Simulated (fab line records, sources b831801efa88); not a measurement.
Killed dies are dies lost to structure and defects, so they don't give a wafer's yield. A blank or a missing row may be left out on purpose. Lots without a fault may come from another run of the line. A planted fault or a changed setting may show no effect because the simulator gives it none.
Chamber matching | flow gf180mcu | GF_V3_CVD_00 on hdpcvd-01: 3 sister chambers
The step deposits SiO2, target thk 600 nm, time 100 s. 14 wafers are shown with their chamber, then 7 later ones without.

WAFERS WITH THEIR CHAMBER
wafer  | chamber | run_length_s (s) | pressure_mtorr (mTorr)
L418.2 | 1       | 128.0            | 5.973
L418.3 | 0       | 127.4            | 5.996
L418.4 | 2       | 127.5            | 5.999
L419.1 | 0       | 126.7            | 6.005
L419.4 | 2       | 128.2            | 5.988
L419.5 | 0       | 126.8            | 6.008
L420.2 | 1       | 128.5            | 6.020
L420.5 | 1       | 127.8            | 6.012
L420.6 | 0       | 127.4            | 6.027
L424.2 | 1       | 127.9            | 5.992
L424.4 | 1       | 128.2            | 5.999
L424.6 | 2       | 128.0            | 6.012
L428.2 | 1       | 127.8            | 5.987
L428.3 | 0       | 126.7            | 6.014

SIGNATURES (means of the wafers above)
reading        | chamber 0 | chamber 1 | chamber 2 | scatter within a chamber
run_length_s   | 127.000   | 128.033   | 127.900   | 0.327
pressure_mtorr | 6.01000   | 5.99717   | 5.99967   | 0.0144
Rule: a wafer's distance from a chamber is the root of the sum, over the readings, of the square of ((its reading less the chamber's mean) divided by the reading's scatter). The wafer belongs to the nearest chamber; if the next one is less than 2 further off, it can't be placed. The scatter: the root of (the sum of the squares of (reading less its chamber's mean) over the shown wafers, divided by (wafers less chambers)).

WAFERS WITHOUT THEIR CHAMBER
wafer  | run_length_s (s) | pressure_mtorr (mTorr)
L428.6 | 127.9            | 6.011
L431.1 | 127.1            | 5.987
L431.3 | 128.1            | 6.009
L431.5 | 127.2            | 5.993
L433.1 | 127.8            | 6.011
L433.4 | 127.8            | 6.005
L433.6 | 127.8            | 6.004

WHICH CHAMBER EACH WENT THROUGH
wafer  | from the rows above          | in truth
L428.6 | can't be placed: 2 or 1 or 0 | 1
L431.1 | can't be placed: 0 or 2 or 1 | 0
L431.3 | can't be placed: 1 or 2      | 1
L431.5 | can't be placed: 0 or 2 or 1 | 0
L433.1 | can't be placed: 2 or 1 or 0 | 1
L433.4 | can't be placed: 2 or 1 or 0 | 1
L433.6 | can't be placed: 2 or 1      | 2
Placed correctly: 0 of 7. Can't be placed from these rows: 7 (the true chamber is among the candidates in 7). Placed wrongly: 0.
